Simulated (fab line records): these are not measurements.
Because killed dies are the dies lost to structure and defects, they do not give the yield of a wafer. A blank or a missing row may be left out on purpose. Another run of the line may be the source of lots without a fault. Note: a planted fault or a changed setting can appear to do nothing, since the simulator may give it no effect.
The tool behind it: which one? ; flow gf180mcu ; 12 lots with 36 wafers sampled at 6 steps, on a route of 602 steps

== WHAT EACH GAUGE READ, for each wafer ==
GF_STI_BOW_MEAS_00. Usual: INCOMING_BOW typically reads 0 um, with standard deviation 6.1.
lot;measured;on;INCOMING_BOW (um);flag
L617;day 1 10:02;film metro-02;3 -3 4;
L618;day 1 15:00;film metro-01;2 4 7;
L619;day 1 20:01;film metro-02;1 4 12;
L621;day 2 06:00;film metro-03;-2 -3 0;
L624;day 2 21:01;film metro-01;-5 -1 0;
L626;day 3 07:00;film metro-03;3 1 -1;
L628;day 3 17:00;film metro-03;0 9 3;
L630;day 4 03:01;film metro-01;-1 2 4;
L634;day 4 23:00;film metro-03;3 -5 0;
L636;day 5 09:01;film metro-03;9 9 2;
L637;day 5 14:00;film metro-02;3 -7 -8;
L638;day 5 19:00;film metro-02;8 -1 6;

GF_STI_THK_MEAS_02. Usual: STI_OXIDATION_THK typically reads 10.06 nm, with standard deviation 0.18.
lot;measured;on;STI_OXIDATION_THK (nm);flag
L617;day 1 17:37;film metro-02;10.37 10.23 10.36;
L618;day 1 17:36;film metro-03;10.29 10.16 9.99;
L619;day 2 01:43;film metro-03;10.25 10.10 10.23;
L621;day 2 09:10;film metro-03;9.95 9.95 9.96;
L624;day 2 23:13;film metro-02;10.35 10.31 10.38;
L626;day 3 09:08;film metro-03;10.06 10.15 10.11;
L628;day 3 19:40;film metro-01;10.13 10.05 10.13;
L630;day 4 09:29;film metro-02;9.88 9.86 9.85;
L634;day 5 00:56;film metro-02;9.97 9.85 9.78;
L636;day 5 10:44;film metro-02;10.13 9.78 10.00;
L637;day 5 15:31;film metro-03;10.38 10.25 10.34;
L638;day 5 21:26;film metro-02;9.67 9.91 9.92;

GF_NWELL_TW_MEAS_11. Usual: NWELL_TW typically reads 1567, with standard deviation 36.
lot;measured;on;NWELL_TW;flag
L617;day 3 16:41;film metro-02;1577 1577 1571;
L618;day 3 16:45;film metro-02;1587 1578 1575;
L619;day 4 00:31;film metro-02;1591 1594 1583;
L621;day 4 08:39;film metro-01;1531 1528 1536;
L624;day 4 21:34;film metro-01;1530 1524 1527;
L626;day 5 16:18;film metro-01;1527 1526 1529;
L628;day 5 21:34;film metro-01;1355 1356 1354 1350 1354 1352;OFF
L630;day 6 11:13;film metro-04;1418 1414 1412 1427 1422 1416;OFF
L634;day 7 04:36;film metro-01;1529 1537 1527;
L636;day 7 15:40;film metro-04;1604 1611 1615;
L637;day 7 21:16;film metro-04;1602 1612 1603;
L638;day 8 02:09;film metro-04;1605 1607 1608;

GF_VT_IMPLANT_RS_MEAS_47: measures by four-point-probe. Usual: NWELL_RS typically reads 487.7 ohm/sq, with standard deviation 1.4.
lot;measured;on;NWELL_RS (ohm/sq);flag
L617;day 8 00:46;film metro-04;487.8 487.1 486.8;
L618;day 8 01:18;film metro-01;489.3 489.3 488.6;
L619;day 8 09:21;film metro-04;485.8 484.8 485.3;
L621;day 8 19:39;film metro-01;487.8 486.9 488.8;
L624;day 9 11:33;film metro-04;486.2 487.1 487.5;
L626;day 10 10:02;film metro-04;487.4 488.1 487.4;
L628;day 10 17:11;film metro-02;618.6 616.5 618.3 616.6 616.3 618.1;OFF
L630;day 11 10:08;film metro-02;616.4 617.2 616.5 616.8 615.9 617.5;OFF
L634;day 12 06:03;film metro-01;488.0 489.4 489.3;
L636;day 12 23:28;film metro-01;490.4 489.8 490.2;
L637;day 13 05:18;film metro-02;488.2 487.8 489.0;
L638;day 13 12:27;film metro-04;486.1 486.6 485.8;

== TOOL THAT RAN EACH LOT (tool first, then ch and the chambers of the sampled wafers, then the start) ==
lot;GF_NWELL_IMPLANT_08;GF_VT_IMPLANT_STRIP_09
L617;implanter-01 ch 0, day 3 16:19;plasma asher-02 ch 0,1, day 6 01:29
L618;implanter-02 ch 0, day 3 16:21;plasma asher-03 ch 0,1, day 6 01:46
L619;implanter-02 ch 0, day 4 00:08;plasma asher-02 ch 0,1, day 6 09:03
L621;implanter-02 ch 0, day 4 08:15;plasma asher-03 ch 0,1, day 6 19:07
L624;implanter-02 ch 0, day 4 21:11;plasma asher-03 ch 0,1, day 7 09:37
L626;implanter-01 ch 0, day 5 15:54;plasma asher-01 ch 0,1, day 8 05:28
L628;implanter-02 ch 0, day 5 21:10;plasma asher-01 ch 1, day 8 12:15
L630;implanter-02 ch 0, day 6 10:49;plasma asher-03 ch 0,1, day 9 03:46
L634;implanter-01 ch 0, day 7 04:12;plasma asher-03 ch 0,1, day 9 23:04
L636;implanter-04 ch 0, day 7 15:17;plasma asher-02 ch 0,1, day 10 12:19
L637;implanter-01 ch 0, day 7 20:52;plasma asher-01 ch 0,1, day 10 18:34
L638;implanter-01 ch 0, day 8 01:45;plasma asher-03 ch 0,1, day 11 01:45
- GF_NWELL_IMPLANT_08
- GF_VT_IMPLANT_STRIP_09: strips in O2/N2.

== WHAT THE TOOLS THEMSELVES READ (means of the sampled wafers that have a number; where no wafer has one, the mark that the record gives instead) ==
GF_NWELL_IMPLANT_08. Usual: beam on s 10.02 s, standard deviation 0.21; dose ions cm2 1.5002e+13, standard deviation 1.5e+10; faraday current uA 84.4, standard deviation 1.7.
lot;tool;beam on s (s);dose ions cm2;faraday current uA;flag
L617;implanter-01;9.95;1.5005e+13;85.1;
L618;implanter-02;9.89;1.5003e+13;85.6;
L619;implanter-02;10.01;1.5009e+13;84.1;
L621;implanter-02;10.05;1.5006e+13;84.2;
L624;implanter-02;9.94;1.5002e+13;85.0;
L626;implanter-01;10.02;1.4999e+13;84.5;
L628;implanter-02;10.01;9.5430e+12;53.7;OFF
L630;implanter-02;10.04;9.5477e+12;53.7;OFF
L634;implanter-01;9.99;1.5014e+13;84.8;
L636;implanter-04;9.92;1.5010e+13;85.5;
L637;implanter-01;9.96;1.5005e+13;84.8;
L638;implanter-01;10.19;1.5016e+13;83.0;

GF_VT_IMPLANT_STRIP_09. Usual: drypump motor current A 5.6 A, standard deviation 0.53; heater power w 337 W, standard deviation 25; oes product au 0.716 a.u., standard deviation 0.0047; strip time to endpoint s 12.63 s, standard deviation 0.031.
lot;tool;drypump motor current A (A);heater power w (W);oes product au (a.u.);strip time to endpoint s (s);flag
L617;plasma asher-02;5.0;355;0.717;12.63;
L618;plasma asher-03;5.7;317;0.717;12.63;
L619;plasma asher-02;4.9;348;0.713;12.65;
L621;plasma asher-03;5.7;321;0.719;12.66;
L624;plasma asher-03;6.0;315;0.715;12.59;
L626;plasma asher-01;5.4;372;0.715;12.64;
L628;plasma asher-01;5.1;386;0.717;12.64;
L630;plasma asher-03;5.7;323;0.718;12.66;
L634;plasma asher-03;6.0;317;0.718;12.67;
L636;plasma asher-02;4.8;353;0.717;12.64;
L637;plasma asher-01;5.4;369;0.719;12.63;
L638;plasma asher-03;6.0;316;0.710;12.61;

== THE ANSWER, worked out from the rows above alone ==
Rule: a lot counts as off when the mean over its wafers that have a number is more than 3 standard deviations away from the usual mean. Also off: a lot with no number at a reading for which 4 or more lots have one. All remaining lots with rows at the step are treated as sound. The gauges are gone through in route order, then the tools' own readings, and for those a lot's mean is taken as printed above. The first step at which some lot is off is used, and at that step the reading that is off furthest; a lot without a number counts as furthest.
Off: at GF_NWELL_TW_MEAS_11 (NWELL_TW), L628, L630.
A tool fits if, at a process step before that reading, it ran every lot that is off, and no sound lot after the first of them. The gauges at GF_NWELL_TW_MEAS_11 aren't tried: what is off there is off at GF_VT_IMPLANT_RS_MEAS_47 too, on other tools, and a gauge's error can't cause that. One fits: implanter-02 at GF_NWELL_IMPLANT_08. Its last sound lot is L624 (day 4 21:11), its first lot that is off L628 (day 5 21:10): a fault that began between those two fits.
The tool's own readings at GF_NWELL_IMPLANT_08 bear it out: on the lots that are off they differ by more than 5 times the standard deviation of the sound lots' means. dose ions cm2 reads 9.5454e+12 there against 1.5007e+13 on the sound lots; faraday current uA reads 53.7 there against 84.7 on the sound lots.

== WHAT HAD BEEN PUT IN BY THE SIMULATOR ==
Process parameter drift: implanter-02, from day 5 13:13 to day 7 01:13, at GF_NWELL_IMPLANT_08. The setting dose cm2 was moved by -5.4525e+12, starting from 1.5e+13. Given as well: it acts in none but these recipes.
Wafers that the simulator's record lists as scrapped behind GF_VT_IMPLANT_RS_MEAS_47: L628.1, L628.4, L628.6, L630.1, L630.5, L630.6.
Lots struck among those shown: L628, L630. The rule above reached the same finding.
